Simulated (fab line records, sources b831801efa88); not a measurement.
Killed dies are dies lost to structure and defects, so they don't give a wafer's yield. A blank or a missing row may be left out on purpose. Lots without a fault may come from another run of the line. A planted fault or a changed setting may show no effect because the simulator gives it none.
fab line records | flow sky130 | part 2 of 2: steps 27 to 35 of 35
record lots=5 wafers=15 last_day=50
route steps=708 shown VIA3@590 METAL4@598 CAP2M@603
lots that met no fault: from a run of the same line without faults
start_h: hours from the record's first day to the start of the lot's first wafer shown | wait_h: hours since the lot's step before | " the same as in the row above | L1.1+2: a row that stands for several wafers | - no value, or no start given | * or withheld: withheld | < > ~ a bound
route shown NAME@n: a module of which the file shows steps, and the number in the route of the first | usual: mean/standard deviation of fault-free wafers | same: alike in all rows | chamber/n: place in a boat | sites: the reading at each site | _std_site: their standard deviation | _edge_site: outer sites' mean less inner sites' | radius_mm: how far each site lies from the wafer's centre | mask NAME#n: copy n | behind: the tool/chamber that last shaped the wafer | hold: why the lot was held/for how many hours/how that ended | device: the transistor (n, p or np) that didn't switch | end of line: the same wafers' tests at the end of the route | a step without rows: its recipe alone | killed: dies lost to structure and defects at the first sort, not the wafer's yield | map: a wafer's dies, x killed, . not, _ none there
set.NAME: the setting as run; set.NAME@STEP: as run at that earlier step | model.NAME: the simulator's own value behind a step, which no gauge read
lots at some steps of the route; a table a step, a row a wafer
services: from which hour (start_h, from the record's first day; less than 0 if before it) a tool's chamber was out of use, for how many hours, and why
## steps
# step SKY_CAP2M_METAL_ETCH_13
# recipe target_depth_nm=220 stop_on=SiO2 chemistry=Cl2/BCl3 target=TiN pressure_mtorr=10 icp_w=900 bias_w=48.5 Cl2_flow_sccm=60 bcl3_flow_sccm=30 time_s=62.9
# usual drypump_motor_current_A=5.7/0.43 he_backside_leak_sccm=3.3/0.35 oes_product_au=0.939/0.0083 throttle_valve_pct=21.902/0.01
# columns lot.wafer tool chamber start_h wait_h drypump_motor_current_A he_backside_leak_sccm oes_product_au rf_hours_counter_h throttle_valve_pct
L085.2 rie_metal-04 0 1034.49 0.0 5.3 3.1 0.926 20 21.907
L085.4 " 0 " " 5.3 3.2 0.940 - 21.912
L085.5 " 0 " " 5.3 3.1 0.929 - 21.906
L086.1 rie_metal-02 1 1047.24 0.0 6.3 3.6 0.936 9 21.901
L086.2 " 0 " " 5.5 3.5 0.929 3 21.911
L086.5 " 1 " " 6.3 3.5 0.931 - 21.908
L091.1 rie_metal-02 0 1070.47 0.0 5.5 3.6 0.939 4 21.907
L091.2 " 1 " " 6.3 3.5 0.928 11 21.912
L091.4 " 0 " " 5.4 3.6 0.939 - 21.894
L094.2 rie_metal-01 1 1097.79 0.0 5.4 3.1 0.936 16 21.900
L094.3 " 0 " " 6.2 3.6 0.942 - 21.907
L094.6 " 0 " " 6.2 3.5 0.943 - 21.913
L096.2 rie_metal-02 1 1104.29 0.0 6.3 3.6 0.926 13 21.903
L096.3 " 1 " " 6.3 3.5 0.949 - 21.897
L096.4 " 0 " " 5.4 3.5 0.934 - 21.903
# step SKY_CAP2M_STRIP_14
# recipe chemistry=O2/N2 power_w=1400 pressure_mtorr=1500 platen_temp_c=withheld o2_flow_sccm=3000 n2_flow_sccm=300 overash_fraction=0.5
# usual drypump_motor_current_A=5.8/0.51 oes_product_au=0.710/0.0046 strip_time_to_endpoint_s=12.65/0.053
# columns lot.wafer tool chamber start_h wait_h drypump_motor_current_A oes_product_au rf_hours_counter_h strip_time_to_endpoint_s
L085.2 plasma_asher-02 1 1034.56 0.1 6.4 0.709 124 12.71
L085.4 " 0 " " 5.3 0.703 - 12.69
L085.5 " 0 " " 5.3 0.713 - 12.67
L086.1 plasma_asher-02 0 1047.31 0.1 5.3 0.709 126 12.67
L086.2 " 1 " " 6.3 0.708 126 12.60
L086.5 " 0 " " 5.3 0.708 - 12.66
L091.1 plasma_asher-01 1 1070.54 0.1 6.1 0.704 62 12.64
L091.2 " 0 " " 5.4 0.707 62 12.68
L091.4 " 0 " " 5.4 0.711 - 12.63
L094.2 plasma_asher-04 1 1097.86 0.1 6.4 0.701 36 12.72
L094.3 " 0 " " 5.3 0.713 - 12.65
L094.6 " 1 " " 6.4 0.713 - 12.67
L096.2 plasma_asher-02 1 1104.36 0.1 6.3 0.703 4 12.78
L096.3 " 1 " " 6.3 0.710 - 12.75
L096.4 " 0 " " 5.3 0.710 - 12.74
# step SKY_CAP2M_STRIP_15
# recipe chemistry=post_etch_residue_remover time_s=1200 temp_c=72.5
# usual bath_guard_temp_C=72.3/0.4 temp_c=72.50/0.12
# columns lot.wafer tool chamber start_h wait_h bath_guard_temp_C temp_c
L085.2 wet_bench-04 2 1034.66 0.1 72.0 72.46
L085.4 " 2 " " 72.1 72.49
L085.5 " 2 " " 72.1 72.35
L086.1 wet_bench-01 3 1047.41 0.1 72.3 72.44
L086.2 " 3 " " 72.2 72.47
L086.5 " 3 " " 72.3 72.33
L091.1 wet_bench-01 1 1070.64 0.1 72.6 72.52
L091.2 " 1 " " 72.2 72.64
L091.4 " 1 " " 72.4 72.36
L094.2 wet_bench-01 2 1097.96 0.1 71.6 72.49
L094.3 " 2 " " 72.1 72.48
L094.6 " 2 " " 72.2 72.45
L096.2 wet_bench-04 3 1104.46 0.1 71.4 72.55
L096.3 " 3 " " 71.8 72.44
L096.4 " 3 " " 71.5 72.52
# step SKY_CAP2M_CLEAN_16
# recipe chemistry=IPA time_s=180 temp_c=25
# usual temp_c=24.99/0.11
# columns lot.wafer tool chamber start_h wait_h temp_c
L085.2 wet_bench-01 0 1035.04 0.0 24.95
L085.4 " 0 " " 24.99
L085.5 " 0 " " 25.08
L086.1 wet_bench-02 2 1047.82 0.0 24.94
L086.2 " 2 " " 25.06
L086.5 " 2 " " 24.99
L091.1 wet_bench-02 2 1070.98 0.0 25.16
L091.2 " 2 " " 25.16
L091.4 " 2 " " 25.33
L094.2 wet_bench-02 1 1098.31 0.0 25.03
L094.3 " 1 " " 24.93
L094.6 " 1 " " 25.09
L096.2 wet_bench-04 0 1104.81 0.0 24.98
L096.3 " 0 " " 24.99
L096.4 " 0 " " 24.97
# step SKY_CAP2M_CLEAN_17
# recipe chemistry=O3/DIW dry=n2_spin
# columns lot.wafer tool chamber start_h wait_h
L085.2+4+5 wet_bench-02 0 1035.10 0.0
L086.1+2+5 wet_bench-04 2 1047.88 0.0
L091.1+2+4 wet_bench-01 1 1071.04 0.0
L094.2+3+6 wet_bench-04 0 1098.37 0.0
L096.2+3+4 wet_bench-02 2 1104.86 0.0
# step SKY_METAL4_DEHYDRATE_05
# recipe temp_c=200 time_s=60
# usual plate_temp_C=199.97/0.15
# columns lot.wafer tool chamber start_h wait_h plate_temp_C
L085.2 litho_track-01 0 1044.97 9.8 200.06
L085.4 " 0 " " 199.90
L085.5 " 0 " " 200.01
L086.1 litho_track-01 0 1057.85 9.9 200.07
L086.2 " 0 " " 200.25
L086.5 " 0 " " 199.91
L091.1 litho_track-04 0 1081.19 10.1 199.89
L091.2 " 0 " " 199.95
L091.4 " 0 " " 199.87
L094.2 litho_track-03 0 1108.04 9.6 199.86
L094.3 " 0 " " 199.93
L094.6 " 0 " " 200.09
L096.2 litho_track-03 0 1114.29 9.3 199.77
L096.3 " 0 " " 199.78
L096.4 " 0 " " 200.12
# step SKY_METAL4_HMDS_06
# recipe prime_time_s=60 prime_temp_c=120
# columns lot.wafer tool chamber start_h wait_h
L085.2+4+5 litho_track-01 0 1045.12 0.1
L086.1+2+5 litho_track-01 0 1058.00 0.1
L091.1+2+4 litho_track-04 0 1081.34 0.1
L094.2+3+6 litho_track-03 0 1108.19 0.1
L096.2+3+4 litho_track-03 0 1114.44 0.1
# step SKY_METAL4_COAT_07
# recipe resist=BARC temp_c=withheld time_s=withheld spin_rpm=3000 resist_thk_nm=60
# usual dispense_pressure_kPa=43.9/2.5
# columns lot.wafer tool chamber start_h wait_h dispense_pressure_kPa
L085.2 litho_track-01 0 1045.27 0.1 44.3
L085.4 " 0 " " 44.3
L085.5 " 0 " " 44.2
L086.1 litho_track-01 0 1058.15 0.1 44.2
L086.2 " 0 " " 44.2
L086.5 " 0 " " 44.2
L091.1 litho_track-04 0 1081.49 0.1 46.5
L091.2 " 0 " " 46.6
L091.4 " 0 " " 46.6
L094.2 litho_track-03 0 1108.34 0.1 41.1
L094.3 " 0 " " 41.1
L094.6 " 0 " " 41.1
L096.2 litho_track-03 0 1114.59 0.1 41.1
L096.3 " 0 " " 41.2
L096.4 " 0 " " 41.2
# step SKY_METAL4_COAT_08
# recipe resist=KrF-thick spin_rpm=3000 resist_thk_nm=1140
# usual dispense_pressure_kPa=43.9/2.5
# columns lot.wafer tool chamber start_h wait_h dispense_pressure_kPa
L085.2 litho_track-01 0 - - 44.2
L085.4 " 0 " " 44.2
L085.5 " 0 " " 44.2
L086.1 litho_track-01 0 - - 44.2
L086.2 " 0 " " 44.2
L086.5 " 0 " " 44.2
L091.1 litho_track-04 0 - - 46.6
L091.2 " 0 " " 46.6
L091.4 " 0 " " 46.5
L094.2 litho_track-03 0 - - 41.1
L094.3 " 0 " " 41.1
L094.6 " 0 " " 41.1
L096.2 litho_track-03 0 - - 41.1
L096.3 " 0 " " 41.2
L096.4 " 0 " " 41.1
## services
# columns tool chamber start_h hours kind
pvd_sputter-01 - 991.91 1.4 repair
cmp-02 - 992.23 1.6 repair
plasma_asher-01 - 1000.97 6.9 repair
wet_bench-03 - 1011.99 0.8 repair
iline_stepper-02 - 1014.80 1.7 pm
pvd_sputter-03 - 1017.64 4.7 repair
rie_metal-02 1 1020.09 14.6 repair
pvd_sputter-04 - 1030.74 2.0 repair
pvd_sputter-04 - 1030.76 1.6 repair
plasma_asher-01 - 1040.49 10.1 repair
pvd_sputter-03 - 1041.29 4.9 repair
rie_metal-04 - 1044.85 1.4 pm
rie_metal-04 1 1047.10 5.7 repair
plasma_asher-02 - 1055.25 9.0 pm
cmp-01 - 1055.68 0.8 repair
rie_metal-01 1 1056.34 3.7 repair
pvd_sputter-01 - 1064.10 3.9 repair
pecvd-01 - 1064.18 0.5 repair
rie_metal-04 - 1068.89 2.8 pm
cvd_w-02 - 1083.39 5.6 repair
cmp-02 - 1088.54 4.0 pm
iline_stepper-02 - 1092.13 9.8 repair
pecvd-01 - 1098.40 0.8 repair
plasma_asher-01 - 1101.83 3.0 repair
